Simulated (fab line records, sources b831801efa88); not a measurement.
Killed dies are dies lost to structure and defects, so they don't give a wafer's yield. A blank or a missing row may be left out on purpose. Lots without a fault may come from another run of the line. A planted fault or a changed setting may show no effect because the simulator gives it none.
A struck lot beside a sound one | flow sky130 | 44 steps out of a route of 708
Sound: wafers L788.2, L788.3, L788.4. Struck: wafers L779.1, L779.4, L779.5. The cause comes at the end.
At each step with rows: each side's tool, then ch and its chambers, then its first start. Under that, the readings that differ: sound wafers | struck wafers | difference of the means | sigmas: that difference in standard deviations of wafers without a fault.
alike: readings whose means differ by less than 2 such deviations, and words and numbers that are the same on both sides. not compared: withheld readings, readings that some wafer has no value for, bounds like >300 that may hide the same value, and numbers for which the record gives no deviation and whose values overlap.
The two part at a step that has a row with sigmas, a row that says differs or no value, or rows on one side only. Numbers that don't overlap but have no deviation are shown without sigmas and don't part them. A reading that every wafer of one side lacks parts them only if that side has two wafers or more.

first, 5 steps without rows for these wafers: SKY_FIELD_ISO_WET_ETCH_18 (etches Si3N4 in H3PO4, target depth 25 nm, time 286 s); SKY_FIELD_ISO_CLEAN_19 (cleans in SC1/SC2, time 150 s); SKY_FIELD_ISO_CLEAN_20 (cleans in dHF, time 20 s); SKY_FIELD_ISO_WET_ETCH_21 (etches SiO2 in dHF, target depth 20 nm, time 400 s); SKY_FIELD_ISO_OXIDATION_22 (stabilise 600 s, purge 300 s, target thk 10 nm).
SKY_FIELD_ISO_THK_MEAS_23:
  sound on film_metro-03, day 5 18:16; struck on film_metro-01, day 3 17:46
  alike: FIELD_ISO_OXIDATION_01_THK
then, 1 step without rows for these wafers: SKY_FIELD_ISO_CVD_24 (deposits SiO2, target thk 595 nm, time 99.2 s).
SKY_FIELD_ISO_THK_MEAS_25:
  sound on film_metro-02, day 5 18:24; struck on film_metro-02, day 3 17:56
  alike: FIELD_ISO_CVD_24_THK
then, 1 step without rows for these wafers: SKY_FIELD_ISO_ANNEAL_26 (time 1800 s).
SKY_FIELD_ISO_CMP_27: polishes, stops on Si3N4, t overpolish 16 s, target thk 457.8 nm.
  sound on cmp-02 ch 1,2,3, day 5 19:57; struck on cmp-02 ch 0,1,2, day 3 20:25
  alike: motor_current_A, overpolish_run_s, retaining_ring_pressure_frac, time_to_endpoint_s
then, 2 steps without rows for these wafers: SKY_FIELD_ISO_WET_ETCH_28 (etches SiO2 in dHF, target depth 23.7 nm, time 47 s); SKY_FIELD_ISO_WET_ETCH_29 (etches Si3N4 in H3PO4, target depth 160 nm, time 1825 s).
SKY_FIELD_ISO_WET_ETCH_30: etches SiO2 in dHF, target depth 25 nm, time 50 s.
  sound on wet_bench-01 ch 3, day 5 20:50; struck on wet_bench-02 ch 0, day 3 21:12
  reading                                    | sound             | struck            | difference | sigmas
  bath_heat_duty_pct (%)                     | 4.6 4.9 4.2       | 26.9 26.1 27.3    | +22.2      | +31
  temp_c (C)                                 | 24.89 25.06 24.85 | 42.24 42.16 42.19 | +17.26     | +99 or more
  model.SiO2_of_FIELD_ISO_CVD_24.thk_nm (nm) | 404.9 406.7 406.8 | 378.6 380.3 379.2 | -26.8      |
then, 2 steps without rows for these wafers: SKY_NWELL_CLEAN_00 (cleans in SC1/SC2, time 150 s); SKY_NWELL_OXIDATION_01 (stabilise 600 s, purge 300 s, target thk 10 nm).
SKY_NWELL_THK_MEAS_02:
  sound on film_metro-04, day 6 00:07; struck on film_metro-04, day 3 23:08
  alike: NWELL_OXIDATION_THK
then, 8 steps without rows for these wafers: SKY_DNWELL_DEHYDRATE_00 (time 60 s); SKY_DNWELL_HMDS_01 (prime time 60 s); SKY_DNWELL_COAT_02 (resist thk 3000 nm); SKY_DNWELL_SOFTBAKE_03; SKY_DNWELL_EXPOSE_04 (exposes mask DNM, target cd 3000 nm); SKY_DNWELL_PEB_05; SKY_DNWELL_DEVELOP_06 (develop time 60 s); SKY_DNWELL_IMPLANT_07.
SKY_DNWELL_STRIP_08: strips in O2/N2.
  sound on plasma_asher-02 ch 0,1, day 6 18:49; struck on plasma_asher-04 ch 0,1, day 4 16:46
  reading               | sound             | struck            | difference | sigmas
  oes_product_au (a.u.) | 0.726 0.722 0.728 | 0.717 0.713 0.712 | -0.011     | -3
  alike: drypump_motor_current_A, strip_time_to_endpoint_s
  not compared: rf_hours_counter_h
SKY_DNWELL_TW_MEAS_09:
  sound on film_metro-02, day 6 18:56; struck on film_metro-03, day 4 16:52
  alike: DNWELL_TW
then, 7 steps without rows for these wafers: SKY_PWDE_DEHYDRATE_00 (time 60 s); SKY_PWDE_HMDS_01 (prime time 60 s); SKY_PWDE_COAT_02 (resist thk 2957 nm); SKY_PWDE_SOFTBAKE_03; SKY_PWDE_EXPOSE_04 (exposes mask PWDEM, target cd 840 nm); SKY_PWDE_PEB_05; SKY_PWDE_DEVELOP_06 (develop time 60 s).
SKY_PWDE_OVL_MEAS_07:
  sound on overlay-02, day 7 14:08; struck on overlay-01, day 5 09:36
  alike: PWDE_OVL
then, 1 step without rows for these wafers: SKY_PWDE_IMPLANT_08.
SKY_PWDE_STRIP_09: strips in O2/N2.
  sound on plasma_asher-01 ch 0,1, day 7 14:19; struck on plasma_asher-01 ch 0,1, day 5 09:47
  alike: drypump_motor_current_A, oes_product_au, strip_time_to_endpoint_s
  not compared: rf_hours_counter_h
SKY_PWDE_TW_MEAS_10:
  sound on film_metro-02, day 7 14:26; struck on film_metro-04, day 5 09:53
  alike: PWDE_TW
then, 5 steps without rows for these wafers: SKY_NWELL_DEHYDRATE_03 (time 60 s); SKY_NWELL_HMDS_04 (prime time 60 s); SKY_NWELL_COAT_05 (resist thk 3000 nm); SKY_NWELL_SOFTBAKE_06; SKY_NWELL_EXPOSE_07 (exposes mask NWM, target cd 840 nm).
-- the record jumps here: 25 days lie between the struck wafers' starts before and after (it left off in module NWELL and takes up again in module SALICIDE, whose first step shown is number 361 of the route) --
SKY_SALICIDE_CLEAN_00: cleans in HF-last, time 30 s.
  sound on wet_bench-02 ch 0, day 33 08:25; struck on wet_bench-04 ch 2, day 30 07:54
  reading                                    | sound             | struck            | difference | sigmas
  model.SiO2_of_FIELD_ISO_CVD_24.thk_nm (nm) | 358.7 360.2 360.3 | 332.3 333.7 332.9 | -26.8      |
-- the record jumps here: 17 days lie between the struck wafers' starts before and after (it left off in module SALICIDE and takes up again in module PAD_OPEN, whose first step shown is number 708 of the route) --
SKY_PAD_OPEN_PROBE_99:
  sound on prober-01, day 49 15:13; struck on prober-02, day 47 14:28
  reading                                 | sound                         | struck                       | difference | sigmas
  model.etest.res_p_drift_20v.line_ohm_um | 1.133e+04 1.15e+04 1.166e+04  | 9634 9771 9638               | -1816      |
  model.etest.res_p_drift_20v.rs_ohm_sq   | 9491 9496 9858                | 8163 8235 8106               | -1447      |
  model.etest.pfet_16v.r_on_ohm_um        | 1.513e+04 1.532e+04 1.553e+04 | 1.42e+04 1.426e+04 1.424e+04 | -1.09e+03  |
  model.etest.res_iso_pwell.rs_ohm_sq     | 3316 3350 3510                | 2498 2535 2469               | -891       |
  model.etest.res_iso_pwell.line_ohm_um   | 1243 1273 1341                | 940 959.6 934.7              | -341       |
  model.etest.cap_poly_to_well.c_af_um2   | 89.86 91.03 89.46             | 100.9 96.47 98.66            | +8.6       |
  model.etest.cap_li_to_poly.c_af_um2     | 98.63 96.29 97.43             | 94.71 92.25 90.06            | -5.11      |
  alike: killed_at_M0_to_M3, killed_at_M4_up, killed_at_contacts, killed_at_front_end, killed_at_other, killed_dies, killed_open, killed_short
  not compared: model.etest.res_nwell.rs_ohm_sq

WHERE THEY PART
First at SKY_FIELD_ISO_WET_ETCH_30; last, within this record, at SKY_DNWELL_STRIP_08. Later steps at which nothing parts them and some readings are alike: SKY_DNWELL_TW_MEAS_09, SKY_PWDE_OVL_MEAS_07, SKY_PWDE_STRIP_09, SKY_PWDE_TW_MEAS_10, SKY_PAD_OPEN_PROBE_99.

WHY: what the simulator had put in
Process parameter drift: wet_bench-02, from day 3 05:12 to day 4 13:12, at SKY_FIELD_ISO_WET_ETCH_30. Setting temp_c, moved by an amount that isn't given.
